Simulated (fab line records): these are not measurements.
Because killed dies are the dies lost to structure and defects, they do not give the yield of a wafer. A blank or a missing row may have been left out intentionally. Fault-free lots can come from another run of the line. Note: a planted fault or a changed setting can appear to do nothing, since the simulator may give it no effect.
What tool caused it? || flow sky130 || Sampling: 12 lots, 36 wafers, 3 of 708 route steps

== WHAT THE GAUGES READ, wafer by wafer ==
SKY_CONTACT_THK_MEAS_01. Usual: CONTACT_CVD_00_THK gives 74.9 nm (standard deviation 1.2).
{"lot": "L302", "measured": "day 31 06:21", "on": "filmMetro-03", "CONTACT_CVD_00_THK (nm)": "76.0 75.0 76.6", "flag": ""}
{"lot": "L308", "measured": "day 33 10:53", "on": "filmMetro-03", "CONTACT_CVD_00_THK (nm)": "76.7 73.8 75.4", "flag": ""}
{"lot": "L309", "measured": "day 33 11:10", "on": "filmMetro-01", "CONTACT_CVD_00_THK (nm)": "73.0 75.1 73.4", "flag": ""}
{"lot": "L310", "measured": "day 34 02:12", "on": "filmMetro-02", "CONTACT_CVD_00_THK (nm)": "71.9 73.9 73.1", "flag": ""}
{"lot": "L311", "measured": "day 34 09:15", "on": "filmMetro-02", "CONTACT_CVD_00_THK (nm)": "76.2 73.9 77.7", "flag": ""}
{"lot": "L312", "measured": "day 34 14:10", "on": "filmMetro-03", "CONTACT_CVD_00_THK (nm)": "73.6 74.6 75.1", "flag": ""}
{"lot": "L314", "measured": "day 35 00:01", "on": "filmMetro-03", "CONTACT_CVD_00_THK (nm)": "73.4 76.8 76.0", "flag": ""}
{"lot": "L316", "measured": "day 35 21:44", "on": "filmMetro-01", "CONTACT_CVD_00_THK (nm)": "74.5 75.8 73.5", "flag": ""}
{"lot": "L318", "measured": "day 36 09:37", "on": "filmMetro-03", "CONTACT_CVD_00_THK (nm)": "72.6 76.2 75.7", "flag": ""}
{"lot": "L319", "measured": "day 36 14:28", "on": "filmMetro-03", "CONTACT_CVD_00_THK (nm)": "73.2 74.6 75.0", "flag": ""}
{"lot": "L320", "measured": "day 36 23:14", "on": "filmMetro-03", "CONTACT_CVD_00_THK (nm)": "75.6 74.8 73.7", "flag": ""}
{"lot": "L321", "measured": "day 37 08:02", "on": "filmMetro-03", "CONTACT_CVD_00_THK (nm)": "74.9 74.9 75.8", "flag": ""}

SKY_METAL1_CD_MEAS_15: target cd 140 nm. Usual: cdNm 139.5 nm, standard deviation 1.8.
{"lot": "L302", "measured": "day 33 14:33", "on": "cdSem-01", "cdNm (nm)": "139.0 138.7 138.9", "flag": ""}
{"lot": "L308", "measured": "day 35 17:53", "on": "cdSem-01", "cdNm (nm)": "138.9 137.9 138.7", "flag": ""}
{"lot": "L309", "measured": "day 35 18:14", "on": "cdSem-01", "cdNm (nm)": "139.9 138.7 139.3", "flag": ""}
{"lot": "L310", "measured": "day 36 09:01", "on": "cdSem-01", "cdNm (nm)": "139.8 140.9 140.4", "flag": ""}
{"lot": "L311", "measured": "day 36 16:05", "on": "cdSem-01", "cdNm (nm)": "137.8 137.9 136.6", "flag": ""}
{"lot": "L312", "measured": "day 36 20:02", "on": "cdSem-01", "cdNm (nm)": "140.2 140.5 138.5", "flag": ""}
{"lot": "L314", "measured": "day 37 06:20", "on": "cdSem-01", "cdNm (nm)": "141.1 140.5 143.2", "flag": ""}
{"lot": "L316", "measured": "day 38 03:42", "on": "cdSem-01", "cdNm (nm)": "140.2 140.7 139.9", "flag": ""}
{"lot": "L318", "measured": "day 38 14:14", "on": "cdSem-01", "cdNm (nm)": "140.7 141.3 140.5", "flag": ""}
{"lot": "L319", "measured": "day 38 20:15", "on": "cdSem-02", "cdNm (nm)": "137.9 140.3 139.3", "flag": ""}
{"lot": "L320", "measured": "day 39 04:43", "on": "cdSem-01", "cdNm (nm)": "140.4 140.4 140.6", "flag": ""}
{"lot": "L321", "measured": "day 39 12:17", "on": "cdSem-01", "cdNm (nm)": "137.1 138.9 137.6", "flag": ""}

== WHICH TOOL RAN EACH LOT (tool, then ch and the chambers of the sampled wafers, then the start) ==
{"lot": "L302", "SKY_METAL1_SPUTTER_04": "pvdSputter-02, day 32 11:56"}
{"lot": "L308", "SKY_METAL1_SPUTTER_04": "pvdSputter-04, day 34 15:02"}
{"lot": "L309", "SKY_METAL1_SPUTTER_04": "pvdSputter-02, day 34 15:25"}
{"lot": "L310", "SKY_METAL1_SPUTTER_04": "pvdSputter-02, day 35 07:08"}
{"lot": "L311", "SKY_METAL1_SPUTTER_04": "pvdSputter-02, day 35 14:21"}
{"lot": "L312", "SKY_METAL1_SPUTTER_04": "pvdSputter-03, day 35 17:53"}
{"lot": "L314", "SKY_METAL1_SPUTTER_04": "pvdSputter-02, day 36 04:35"}
{"lot": "L316", "SKY_METAL1_SPUTTER_04": "pvdSputter-03, day 37 01:42"}
{"lot": "L318", "SKY_METAL1_SPUTTER_04": "pvdSputter-02, day 37 12:59"}
{"lot": "L319", "SKY_METAL1_SPUTTER_04": "pvdSputter-04, day 37 18:55"}
{"lot": "L320", "SKY_METAL1_SPUTTER_04": "pvdSputter-04, day 38 03:46"}
{"lot": "L321", "SKY_METAL1_SPUTTER_04": "pvdSputter-02, day 38 11:20"}
- SKY_METAL1_SPUTTER_04: material TiN, target thk 70 nm, time 58.3 s.

== AS READ BY THE TOOLS THEMSELVES (means over the sampled wafers that have a number; for cases with no such wafer, the mark the record gives instead) ==
SKY_METAL1_SPUTTER_04. Usual: throttleValvePct 29.4 %, standard deviation 1.3.
{"lot": "L302", "tool": "pvdSputter-02", "throttleValvePct (%)": 29.2, "flag": ""}
{"lot": "L308", "tool": "pvdSputter-04", "throttleValvePct (%)": 28.9, "flag": ""}
{"lot": "L309", "tool": "pvdSputter-02", "throttleValvePct (%)": 29.2, "flag": ""}
{"lot": "L310", "tool": "pvdSputter-02", "throttleValvePct (%)": 29.2, "flag": ""}
{"lot": "L311", "tool": "pvdSputter-02", "throttleValvePct (%)": 29.1, "flag": ""}
{"lot": "L312", "tool": "pvdSputter-03", "throttleValvePct (%)": 31.6, "flag": ""}
{"lot": "L314", "tool": "pvdSputter-02", "throttleValvePct (%)": 28.9, "flag": ""}
{"lot": "L316", "tool": "pvdSputter-03", "throttleValvePct (%)": 29.4, "flag": ""}
{"lot": "L318", "tool": "pvdSputter-02", "throttleValvePct (%)": 29.4, "flag": ""}
{"lot": "L319", "tool": "pvdSputter-04", "throttleValvePct (%)": 28.8, "flag": ""}
{"lot": "L320", "tool": "pvdSputter-04", "throttleValvePct (%)": 28.8, "flag": ""}
{"lot": "L321", "tool": "pvdSputter-02", "throttleValvePct (%)": 30.4, "flag": ""}

== THE ANSWER, worked out from the rows above alone ==
Rule: a lot is off if the mean of its wafers that have a number lies more than 3 standard deviations from the usual mean. A lot without any number at a reading at which 4 lots or more have one is off too. All remaining lots with rows at the step are treated as sound. First the gauges in route order, then the tools' own readings, where a lot's mean is used as printed above. The first step at which some lot is off is used, and at that step the reading that is off furthest; a lot without a number counts as furthest.
No lot is off at any reading shown: from this, nothing can be told.

== WHAT THE SIMULATOR HAD INSERTED ==
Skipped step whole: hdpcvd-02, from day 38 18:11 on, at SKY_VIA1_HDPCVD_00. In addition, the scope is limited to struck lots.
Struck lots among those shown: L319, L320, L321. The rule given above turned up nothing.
